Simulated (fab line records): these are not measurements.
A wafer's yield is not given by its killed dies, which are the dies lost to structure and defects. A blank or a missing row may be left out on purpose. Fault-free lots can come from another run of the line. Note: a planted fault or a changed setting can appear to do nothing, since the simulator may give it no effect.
What tool caused it? -- flow gf180mcu -- 18 wafers from 6 lots sampled at 2 of the route's 602 steps

== WHAT THE GAUGES READ, wafer by wafer ==
GF_V1_RS_MEAS_24: uses a four-point probe to measure.
lot,measured,on,V1_W_RS (ohm/sq)
L919,day 19 19:30,film_metro-01,0.328 0.328 0.330
L922,day 21 06:10,film_metro-01,0.330 0.326 0.334
L923,day 21 18:52,film_metro-01,0.326 0.338 0.329
L926,day 22 11:17,film_metro-04,0.328 0.329 0.328
L935,day 25 01:33,film_metro-04,0.321 0.323 0.326
L938,day 26 04:20,film_metro-01,0.325 0.328 0.326

== WHICH TOOL RAN EACH LOT (tool, then ch and the chambers of the sampled wafers, then the start) ==
lot,GF_V1_SPUTTER_21
L919,"pvd_sputter-03, day 19 19:17"
L922,"pvd_sputter-01, day 21 05:56"
L923,"pvd_sputter-03, day 21 18:38"
L926,"pvd_sputter-04, day 22 11:05"
L935,"pvd_sputter-04, day 25 01:20"
L938,"pvd_sputter-04, day 26 04:07"
- GF_V1_SPUTTER_21: material Ti, target thk 15 nm, time 80.02 s.

== THE ANSWER, worked out from the rows above alone ==
Rule: the usual values come from the lots themselves. The widest of any qualifying gaps counts: lots, ordered by their means at a reading, are off when they make up no more than a third of the lots, leave a main group of 4 or more, and stand apart from it by 3 or more times the standard deviation of that group's means. A main group is skipped when, at the precision printed for the reading in the tables above, its means are all equal. A lot without any number at a reading at which 4 lots or more have one is off too. The other lots that the step has rows for count as sound.
No lot is off at any reading shown: from this, nothing can be told.

== WHAT THE SIMULATOR HAD INSERTED ==
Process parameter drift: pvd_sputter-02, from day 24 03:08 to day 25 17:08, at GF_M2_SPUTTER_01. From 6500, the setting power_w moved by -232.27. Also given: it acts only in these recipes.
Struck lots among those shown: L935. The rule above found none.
